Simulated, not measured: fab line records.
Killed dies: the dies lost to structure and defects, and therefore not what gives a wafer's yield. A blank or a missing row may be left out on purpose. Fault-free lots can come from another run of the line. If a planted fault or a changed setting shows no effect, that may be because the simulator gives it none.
Comparing a struck lot with a sound one    flow sky130    30 steps out of a route of 708
Sound: wafers L483.3, L483.4, L483.5. Struck: wafers L488.1, L488.2, L488.5. At the end, the cause is stated.
Order at every step that has rows: each side's tool, ch and its chambers, its first start. Under that, the readings that differ: sound wafers    struck wafers    difference of the means    sigmas: that difference in standard deviations of wafers without a fault.
alike: words and numbers the same on both sides, and readings whose means are apart by under 2 such deviations; not compared: readings that were withheld, readings missing a value for some wafer, numbers with overlapping values and no deviation given by the record, and bounds like >300 which may hide the same value.
Wherever a step has rows on one side only, a row that says differs or no value, or a row with sigmas, the two part there. When numbers do not overlap yet have no deviation, they are printed without sigmas and do not part them. A reading that every wafer of one side lacks parts them only if that side has two wafers or more.

first, 5 steps without rows for these wafers: SKY_SONOS_ONO_COAT_08 (resist thk 1140 nm); SKY_SONOS_ONO_SOFTBAKE_09 (time 60 s); SKY_SONOS_ONO_EXPOSE_10 (exposes mask ONOM, target cd 410 nm); SKY_SONOS_ONO_PEB_11; SKY_SONOS_ONO_DEVELOP_12 (develop time 60 s).
SKY_SONOS_ONO_CD_MEAS_13 targets a cd of 410 nm.
  sound: cdSem-01 at day 15 09:53; struck: cdSem-02 at day 17 06:18
  alike: cdNm
SKY_SONOS_ONO_OVL_MEAS_14:
  sound: overlay-01 at day 15 09:59; struck: overlay-01 at day 17 06:25
  alike: SONOS_ONO_OVL
SKY_SONOS_ONO_ETCH_15: etches the open film in CHF3/O2, target depth 19.52 nm, time 7.8 s.
  sound on rieDiel-02 ch 0,2,3, day 15 10:01; struck on rieDiel-03 ch 0,1,2, day 17 06:28
  alike: drypumpMotorCurrentA, oesProductAu, throttleValvePct
  not compared: rfHoursCounterH
then, 1 step without rows for these wafers: SKY_SONOS_ONO_WET_ETCH_16 (etches SiO2 in dHF, target depth 14 nm, time 280 s).
SKY_SONOS_ONO_STRIP_17: strips in O2/N2.
  sound on plasmaAsher-03 ch 0,1, day 15 10:09; struck on plasmaAsher-01 ch 0,1, day 17 06:34
  alike: drypumpMotorCurrentA, n2FlowSccm, oesProductAu, stripTimeToEndpointS
  not compared: rfHoursCounterH
then, 2 steps without rows for these wafers: SKY_SONOS_ONO_WET_ETCH_18 (etches Si3N4 in H3PO4, target depth 15 nm, time 172 s); SKY_GATE_OXIDE_CLEAN_00 (cleans in SC1/SC2, time 150 s).
SKY_GATE_OXIDE_OXIDATION_01: stabilise 600 s, purge 300 s, target thk 10.268 nm.
  sound on furnace-01 ch 0, day 15 11:06; struck on furnace-01 ch 0, day 17 06:47
reading                                           sound              struck                difference  sigmas
oxTimeS (s)                                       1473 1473 1473     662.85 662.85 662.85  -810.15     
model.SiO2_of_GATE_OXIDE_OXIDATION_01.thkNm (nm)  9.918 10.17 10.01  5.842 5.946 5.969     -4.114      
  alike: oxTempCMax, zonePowerBottomPct
SKY_GATE_OXIDE_THK_MEAS_02:
  sound: filmMetro-03 at day 15 12:32; struck: filmMetro-03 at day 17 08:11
reading                           sound             struck          difference  sigmas
GATE_OXIDE_OXIDATION_00_THK (nm)  9.94 10.21 10.00  5.79 5.99 5.99  -4.13       -23
then, 7 steps without rows for these wafers: SKY_GATE_OXIDE_DEHYDRATE_03 (time 60 s); SKY_GATE_OXIDE_HMDS_04 (prime time 60 s); SKY_GATE_OXIDE_COAT_05 (resist thk 1140 nm); SKY_GATE_OXIDE_SOFTBAKE_06 (time 60 s); SKY_GATE_OXIDE_EXPOSE_07 (exposes mask LVOM, target cd 600 nm); SKY_GATE_OXIDE_PEB_08; SKY_GATE_OXIDE_DEVELOP_09 (develop time 60 s).
SKY_GATE_OXIDE_OVL_MEAS_10:
  sound: overlay-02 at day 16 17:10; struck: overlay-01 at day 18 13:06
  alike: GATE_OXIDE_OVL
then, 2 steps without rows for these wafers: SKY_GATE_OXIDE_IMPLANT_11; SKY_GATE_OXIDE_WET_ETCH_12 (etches SiO2 in dHF, target depth 16.8 nm, time 336 s).
SKY_GATE_OXIDE_STRIP_13: strips in O2/N2.
  sound on plasmaAsher-03 ch 0,1, day 16 17:28; struck on plasmaAsher-04 ch 0,1, day 18 13:23
  alike: drypumpMotorCurrentA, n2FlowSccm, oesProductAu, stripTimeToEndpointS
  not compared: rfHoursCounterH
SKY_GATE_OXIDE_TW_MEAS_14:
  sound: filmMetro-01 at day 16 17:33; struck: filmMetro-03 at day 18 13:29
  alike: GATE_OXIDE_TW
then, 1 step without rows for these wafers: SKY_GATE_OXIDE_CLEAN_15 (cleans in SC1/SC2, time 150 s).
SKY_GATE_OXIDE_OXIDATION_16: stabilise 600 s, purge 300 s, target thk 3.57 nm.
  sound on furnace-02 ch 0, day 16 17:38; struck on furnace-01 ch 0, day 18 15:53
reading                                           sound             struck            difference  sigmas
model.SiO2_of_GATE_OXIDE_OXIDATION_01.thkNm (nm)  11.27 11.5 11.33  7.58 7.663 7.689  -3.72       
  alike: oxTempCMax, oxTimeS, zonePowerBottomPct
then, 1 step without rows for these wafers: SKY_POLY_GATE_CVD_00 (deposits poly-Si, target thk 180 nm, time 720 s).
-- the record jumps here: 30 days lie between the struck wafers' starts before and after (it left off in module POLY_GATE and takes up again in module PAD_OPEN, whose first step shown is number 708 of the route) --
SKY_PAD_OPEN_PROBE_99:
  sound: prober-02 at day 47 22:37; struck: prober-01 at day 48 23:26
reading                              sound                          struck                         difference  sigmas
killedAtOther                        1 3 2                          0 0 0                          -2          -3
model.etest.nfet_16v.rOnOhmUm        1.384e+04 1.391e+04 1.385e+04  1.202e+04 1.21e+04 1.216e+04   -1.773e+03  
model.etest.pfet_16v.rOnOhmUm        1.574e+04 1.543e+04 1.517e+04  1.399e+04 1.407e+04 1.409e+04  -1.397e+03  
model.etest.pfetG5v0d10v5.rOnOhmUm   4709 4760 4687                 3936 3901 3900                 -806        
model.etest.tipSonos.rsOhmSq         2518 2587 2559                 2025 2051 2034                 -518        
model.etest.nfetG5v0d10v5.rOnOhmUm   1856 1864 1856                 1537 1517 1517                 -335        
model.etest.nfetG5v0d10v5.driveUaUm  622.4 612.6 623.6              880.4 876.8 883.9              +260.8      
model.etest.nfet_05v0_nvt.driveUaUm  588.6 582 587.2                813.3 801.8 803.5              +220.3      
model.etest.tipP.rsOhmSq             6896 6855 6975                 6678 6658 6622                 -256        
  alike: killed_at_M0_to_M3, killed_at_M4_up, killedAtContacts, killedAtFrontEnd, killedDies, killedOpen, killedShort

## WHERE THEY PART
First at SKY_GATE_OXIDE_THK_MEAS_02; last, within this record, at SKY_PAD_OPEN_PROBE_99.

WHY: what had been put in by the simulator
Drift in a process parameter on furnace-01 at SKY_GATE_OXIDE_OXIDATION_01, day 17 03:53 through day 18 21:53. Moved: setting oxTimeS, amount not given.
